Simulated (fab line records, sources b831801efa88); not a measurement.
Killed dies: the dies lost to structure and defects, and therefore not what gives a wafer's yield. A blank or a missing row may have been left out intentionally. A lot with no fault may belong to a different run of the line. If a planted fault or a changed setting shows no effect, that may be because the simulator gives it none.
What tool caused it?    flow sky130    39 wafers from 13 lots sampled at 4 of the route's 708 steps

== WHAT THE GAUGES READ, wafer by wafer ==
SKY_LDD_N_TW_MEAS_17.
lot   measured      on             LDD_N_TW
L226  day 17 14:44  film_metro-04  2597 2595 2596
L227  day 18 03:37  film_metro-04  2600 2598 2578
L228  day 18 05:52  film_metro-02  2567 2579 2557
L229  day 18 18:37  film_metro-02  2573 2570 2589
L230  day 19 00:37  film_metro-04  2591 2612 2588
L231  day 19 07:11  film_metro-04  2595 2599 2584
L232  day 19 20:53  film_metro-04  2610 2599 2574
L236  day 21 22:47  film_metro-01  2580 2568 2594
L237  day 22 05:41  film_metro-02  2589 2578 2568
L244  day 24 11:07  film_metro-01  2558 2567 2563
L245  day 24 15:46  film_metro-01  2576 2549 2559
L248  day 25 17:49  film_metro-01  2556 2558 2568
L249  day 25 20:29  film_metro-01  2568 2567 2583

SKY_LDD_P_CD_MEAS_07: target cd 380 nm.
lot   measured      on         cd_nm (nm)
L226  day 18 20:19  cd_sem-02  380.3 376.4 376.2
L227  day 19 09:11  cd_sem-01  378.4 379.3 379.6
L228  day 19 12:20  cd_sem-01  378.2 378.0 377.1
L229  day 20 01:47  cd_sem-01  379.7 378.8 383.2
L230  day 20 07:35  cd_sem-02  382.9 386.1 382.7
L231  day 20 14:26  cd_sem-02  379.7 375.5 377.0
L232  day 21 03:14  cd_sem-01  382.4 379.3 382.0
L236  day 23 04:50  cd_sem-01  381.1 381.2 382.0
L237  day 23 12:47  cd_sem-01  382.6 381.5 379.3
L244  day 25 16:17  cd_sem-02  379.2 375.9 381.4
L245  day 25 20:13  cd_sem-02  379.6 381.6 381.5
L248  day 26 22:40  cd_sem-01  377.9 378.6 380.6
L249  day 27 01:23  cd_sem-02  374.7 375.5 376.1

== EACH LOT AND THE TOOL THAT RAN IT (in order: tool; ch and the chambers of the sampled wafers; start) ==
lot   SKY_RES_PROTECT_STRIP_07              SKY_LDD_N_IMPLANT_15
L226  plasma_asher-02 ch 0,1, day 15 00:11  implanter-01 ch 0, day 17 14:30
L227  plasma_asher-03 ch 0,1, day 15 10:40  implanter-02 ch 0, day 18 03:22
L228  plasma_asher-04 ch 0,1, day 15 14:43  implanter-02 ch 0, day 18 05:37
L229  plasma_asher-03 ch 0,1, day 15 23:40  implanter-01 ch 0, day 18 18:22
L230  plasma_asher-02 ch 1, day 16 07:05    implanter-01 ch 0, day 19 00:22
L231  plasma_asher-03 ch 0,1, day 16 15:16  implanter-03 ch 0, day 19 06:58
L232  plasma_asher-04 ch 0,1, day 17 01:55  implanter-01 ch 0, day 19 20:38
L236  plasma_asher-03 ch 0, day 19 05:20    implanter-01 ch 0, day 21 22:32
L237  plasma_asher-03 ch 0,1, day 19 10:20  implanter-01 ch 0, day 22 05:26
L244  plasma_asher-04 ch 0,1, day 21 17:49  implanter-03 ch 0, day 24 10:52
L245  plasma_asher-02 ch 0,1, day 21 20:22  implanter-02 ch 0, day 24 15:25
L248  plasma_asher-04 ch 0,1, day 23 01:49  implanter-01 ch 0, day 25 17:35
L249  plasma_asher-03 ch 0, day 23 05:34    implanter-01 ch 0, day 25 20:14
- SKY_RES_PROTECT_STRIP_07: strips in O2/N2.
- SKY_LDD_N_IMPLANT_15

== AS READ BY THE TOOLS THEMSELVES (means over the sampled wafers that have a number; for cases with no such wafer, the mark the record gives instead) ==
SKY_RES_PROTECT_STRIP_07.
lot   tool             drypump_motor_current_A (A)  oes_product_au (a.u.)  strip_time_to_endpoint_s (s)
L226  plasma_asher-02  5.0                          0.514                  23.31
L227  plasma_asher-03  6.1                          0.517                  23.27
L228  plasma_asher-04  5.5                          0.517                  23.31
L229  plasma_asher-03  6.1                          0.515                  23.27
L230  plasma_asher-02  5.0                          0.519                  23.24
L231  plasma_asher-03  5.8                          0.512                  23.32
L232  plasma_asher-04  5.5                          0.515                  23.36
L236  plasma_asher-03  5.5                          0.512                  23.31
L237  plasma_asher-03  6.1                          0.518                  23.23
L244  plasma_asher-04  5.5                          0.517                  23.27
L245  plasma_asher-02  5.1                          0.513                  23.32
L248  plasma_asher-04  5.5                          0.519                  23.27
L249  plasma_asher-03  5.5                          0.519                  23.28

SKY_LDD_N_IMPLANT_15.
lot   tool          beam_on_s (s)  faraday_current_uA
L226  implanter-01  10.05          28.2
L227  implanter-02  10.02          28.0
L228  implanter-02  9.72           29.0
L229  implanter-01  9.91           28.5
L230  implanter-01  10.05          28.0
L231  implanter-03  9.88           28.6
L232  implanter-01  9.88           28.5
L236  implanter-01  14.23          19.8
L237  implanter-01  14.11          19.9
L244  implanter-03  9.93           28.5
L245  implanter-02  9.96           28.3
L248  implanter-01  9.94           28.3
L249  implanter-01  9.88           28.5

== THE ANSWER, worked out from the rows above alone ==
Rule: the lots themselves supply what counts as usual. The widest of any qualifying gaps counts: lots, ordered by their means at a reading, are off when they make up no more than a third of the lots, leave a main group of 4 or more, and stand apart from it by 3 or more times the standard deviation of that group's means. If all means in a main group match to the digits the tables above print for the reading, that group is not used. Also off: a lot with no number at a reading for which 4 or more lots have one. Any other lot the step has rows for is counted as sound. First the gauges in route order, then the tools' own readings, where a lot's mean is used as printed above. At the first step where some lot is off, the reading lying furthest off is the one used; lots without a number count as furthest.
Off: L236, L237, at SKY_LDD_N_IMPLANT_15 (beam_on_s). Mean 9.93 s and standard deviation 0.09 in the main group.
A tool fits if, at that step or a process step before it, it ran every lot that is off, and no sound lot after the first of them. Of those tried, none fits.

== WHAT THE SIMULATOR HAD PUT IN ==
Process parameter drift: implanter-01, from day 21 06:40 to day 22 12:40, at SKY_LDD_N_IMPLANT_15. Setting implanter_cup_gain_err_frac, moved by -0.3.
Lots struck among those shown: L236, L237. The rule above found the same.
